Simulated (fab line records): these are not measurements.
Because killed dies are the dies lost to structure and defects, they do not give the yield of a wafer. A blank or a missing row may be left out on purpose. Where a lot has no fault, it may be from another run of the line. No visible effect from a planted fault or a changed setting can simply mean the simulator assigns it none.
Which of the tools did it? | flow sky130 | 12 lots (36 wafers sampled), 1 step of a 708-step route

WHAT THE GAUGES READ, wafer by wafer
SKY_NWELL_TW_MEAS_15.
lot  | measured     | on            | NWELL_TW
L075 | day 4 18:15  | film metro-04 | 1818 1811 1810
L077 | day 5 07:24  | film metro-04 | 1790 1802 1799
L079 | day 5 18:42  | film metro-01 | 1818 1817 1806
L081 | day 6 12:27  | film metro-02 | 1814 1812 1809
L084 | day 7 04:18  | film metro-01 | 1832 1840 1838
L085 | day 7 11:14  | film metro-04 | 1821 1821 1820
L087 | day 7 18:05  | film metro-02 | 1800 1809 1797
L089 | day 8 09:54  | film metro-01 | 1816 1816 1823
L091 | day 8 18:12  | film metro-02 | 1803 1808 1810
L093 | day 9 05:07  | film metro-01 | 1828 1834 1834
L095 | day 9 18:08  | film metro-04 | 1801 1812 1809
L097 | day 10 02:41 | film metro-01 | 1836 1830 1827

TOOL THAT RAN EACH LOT (tool first, then ch and the chambers of the sampled wafers, then the start)
The record shows no process step preceding these readings.

THE ANSWER, worked out from the rows above alone
Rule: usual is defined by the lots themselves. The widest of any qualifying gaps counts: lots, ordered by their means at a reading, are off when they make up no more than a third of the lots, leave a main group of 4 or more, and stand apart from it by 3 or more times the standard deviation of that group's means. Not used: any main group whose means are identical at the precision the tables above print for the reading. A lot without any number at a reading at which 4 lots or more have one is off too. Any other lot the step has rows for is counted as sound.
No lot is off at any reading shown: from this, nothing can be told.

WHAT THE SIMULATOR HAD PUT IN
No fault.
